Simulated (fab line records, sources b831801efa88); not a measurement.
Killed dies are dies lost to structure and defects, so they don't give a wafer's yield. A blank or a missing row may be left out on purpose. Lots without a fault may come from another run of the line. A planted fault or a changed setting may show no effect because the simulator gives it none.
Which tool did it? | flow gf180mcu | 14 lots, 42 wafers sampled, at 4 steps of a route of 602

WHAT THE GAUGES READ, wafer by wafer
GF_DUAL_GATE_THK_MEAS_03.
lot  | measured     | on            | DUAL_GATE_OXIDATION_00_THK (nm)
L661 | day 7 20:23  | film_metro-01 | 10.54 10.73 10.63
L663 | day 8 06:41  | film_metro-02 | 11.43 11.29 11.21
L664 | day 8 15:32  | film_metro-04 | 10.85 10.65 10.77
L666 | day 8 23:31  | film_metro-04 | 10.74 10.70 10.74
L667 | day 9 04:05  | film_metro-04 | 10.73 10.93 11.02
L669 | day 9 21:54  | film_metro-02 | 10.68 10.47 10.74
L670 | day 10 02:26 | film_metro-02 | 10.65 10.56 10.67
L675 | day 11 12:36 | film_metro-01 | 11.01 10.63 10.87
L679 | day 12 14:40 | film_metro-04 | 11.24 11.17 11.10
L680 | day 13 00:17 | film_metro-01 | 10.82 10.74 10.73
L681 | day 13 05:46 | film_metro-04 | 11.04 11.07 11.03
L682 | day 13 10:59 | film_metro-02 | 11.27 11.37 11.35
L683 | day 13 19:58 | film_metro-04 | 10.94 11.07 11.12
L684 | day 14 08:59 | film_metro-04 | 10.92 10.82 10.86

GF_M3_CD_MEAS_14: target cd 280 nm.
lot  | measured     | on        | cd_nm (nm)
L661 | day 21 13:12 | cd_sem-01 | 280.4 280.6 280.5
L663 | day 22 03:52 | cd_sem-02 | 281.1 281.2 281.3
L664 | day 22 18:49 | cd_sem-01 | 279.9 278.3 279.0
L666 | day 23 01:54 | cd_sem-01 | 279.5 279.3 279.4
L667 | day 23 13:59 | cd_sem-01 | 278.3 279.1 278.2
L675 | day 26 03:45 | cd_sem-01 | 280.0 280.9 279.5
L679 | day 27 12:01 | cd_sem-01 | 280.0 280.2 279.0
L680 | day 27 17:06 | cd_sem-02 | 280.6 280.2 280.8
L681 | day 27 23:29 | cd_sem-02 | 280.9 280.8 281.2
L682 | day 28 04:38 | cd_sem-02 | 277.5 278.2 278.5
L683 | day 28 14:34 | cd_sem-01 | 282.9 282.9 281.8
L684 | day 29 00:14 | cd_sem-01 | 282.1 280.7 281.3

GF_V3_RS_MEAS_24: measures by four-point-probe.
lot  | measured     | on            | V3_W_RS (ohm/sq)
L661 | day 22 14:48 | film_metro-01 | 0.331 0.330 0.328
L663 | day 23 05:37 | film_metro-02 | 0.334 0.336 0.330
L664 | day 23 19:49 | film_metro-04 | 0.329 0.331 0.328
L666 | day 24 03:08 | film_metro-02 | 0.329 0.329 0.334
L667 | day 24 15:28 | film_metro-02 | 0.331 0.334 0.331
L675 | day 27 03:16 | film_metro-04 | 0.327 0.328 0.327
L679 | day 28 10:11 | film_metro-02 | 0.331 0.330 0.328
L680 | day 28 15:23 | film_metro-01 | 0.329 0.329 0.327
L681 | day 28 21:58 | film_metro-02 | 0.330 0.333 0.335
L682 | day 29 02:34 | film_metro-01 | 0.328 0.323 0.326
L683 | day 29 12:41 | film_metro-02 | 0.332 0.334 0.337
L684 | day 29 21:51 | film_metro-01 | 0.328 0.330 0.324

WHICH TOOL RAN EACH LOT (tool, then ch and the chambers of the sampled wafers, then the start)
lot  | GF_HV_LDD_STRIP_49
L661 | plasma_asher-04 ch 0,1, day 12 13:19
L663 | plasma_asher-04 ch 0,1, day 13 01:19
L664 | plasma_asher-03 ch 0,1, day 13 12:58
L666 | plasma_asher-04 ch 0,1, day 13 20:47
L667 | plasma_asher-01 ch 0,1, day 14 04:25
L669 | plasma_asher-03 ch 0,1, day 15 01:52
L670 | plasma_asher-03 ch 0,1, day 15 05:10
L675 | plasma_asher-04 ch 0,1, day 16 23:02
L679 | plasma_asher-03 ch 0,1, day 18 10:19
L680 | plasma_asher-04 ch 0,1, day 18 18:32
L681 | plasma_asher-04 ch 0,1, day 19 00:29
L682 | plasma_asher-04 ch 0,1, day 19 07:26
L683 | plasma_asher-04 ch 0,1, day 19 18:02
L684 | plasma_asher-01 ch 0,1, day 20 08:53
- GF_HV_LDD_STRIP_49: strips in O2/N2.

WHAT THE TOOLS THEMSELVES READ (means of the sampled wafers that have a number; where no wafer has one, the mark that the record gives instead)
GF_HV_LDD_STRIP_49.
lot  | tool            | chamber_pressure_mTorr (mTorr) | drypump_motor_current_A (A) | heater_power_w (W) | oes_product_au (a.u.) | strip_time_to_endpoint_s (s)
L661 | plasma_asher-04 | 1501.1                         | 5.7                         | 339                | 0.716                 | 12.62
L663 | plasma_asher-04 | 1499.5                         | 6.0                         | 309                | 0.715                 | 12.64
L664 | plasma_asher-03 | 1501.0                         | 5.1                         | 309                | 0.717                 | 12.68
L666 | plasma_asher-04 | 1500.3                         | 6.0                         | 308                | 0.715                 | 12.65
L667 | plasma_asher-01 | 1501.1                         | 5.7                         | 360                | 0.717                 | 12.61
L669 | plasma_asher-03 | -                              | -                           | -                  | -                     | -
L670 | plasma_asher-03 | -                              | -                           | -                  | -                     | -
L675 | plasma_asher-04 | 1501.1                         | 5.6                         | 337                | 0.715                 | 12.64
L679 | plasma_asher-03 | 1500.6                         | 5.1                         | 309                | 0.717                 | 12.65
L680 | plasma_asher-04 | 1500.6                         | 6.0                         | 310                | 0.718                 | 12.62
L681 | plasma_asher-04 | 1499.9                         | 5.6                         | 337                | 0.713                 | 12.63
L682 | plasma_asher-04 | 1499.8                         | 6.0                         | 312                | 0.716                 | 12.63
L683 | plasma_asher-04 | 1501.7                         | 5.6                         | 346                | 0.716                 | 12.66
L684 | plasma_asher-01 | 1498.8                         | 5.7                         | 368                | 0.720                 | 12.64

THE ANSWER, worked out from the rows above alone
Rule: what is usual is taken from the lots themselves. Put in order of their means at a reading, lots are off if they are a third of the lots or fewer, leave a main group of 4 or more, and stand apart from it by a gap of 3 or more times the standard deviation of the main group's means; of several such gaps the widest counts. A main group whose means are all the same, to the digits that the tables above print for the reading, isn't used. A lot without any number at a reading at which 4 lots or more have one is off too. The other lots that the step has rows for count as sound. The gauges are gone through in route order, then the tools' own readings, and for those a lot's mean is taken as printed above. The first step at which some lot is off is used, and at that step the reading that is off furthest; a lot without a number counts as furthest.
Off: L669, L670, at GF_HV_LDD_STRIP_49 (chamber_pressure_mTorr). Without a number there: L669, L670. The main group: mean 1500.5 mTorr, standard deviation 0.79.
A tool fits if, at that step or a process step before it, it ran every lot that is off, and no sound lot after the first of them. None of those tried fits.

WHAT THE SIMULATOR HAD PUT IN
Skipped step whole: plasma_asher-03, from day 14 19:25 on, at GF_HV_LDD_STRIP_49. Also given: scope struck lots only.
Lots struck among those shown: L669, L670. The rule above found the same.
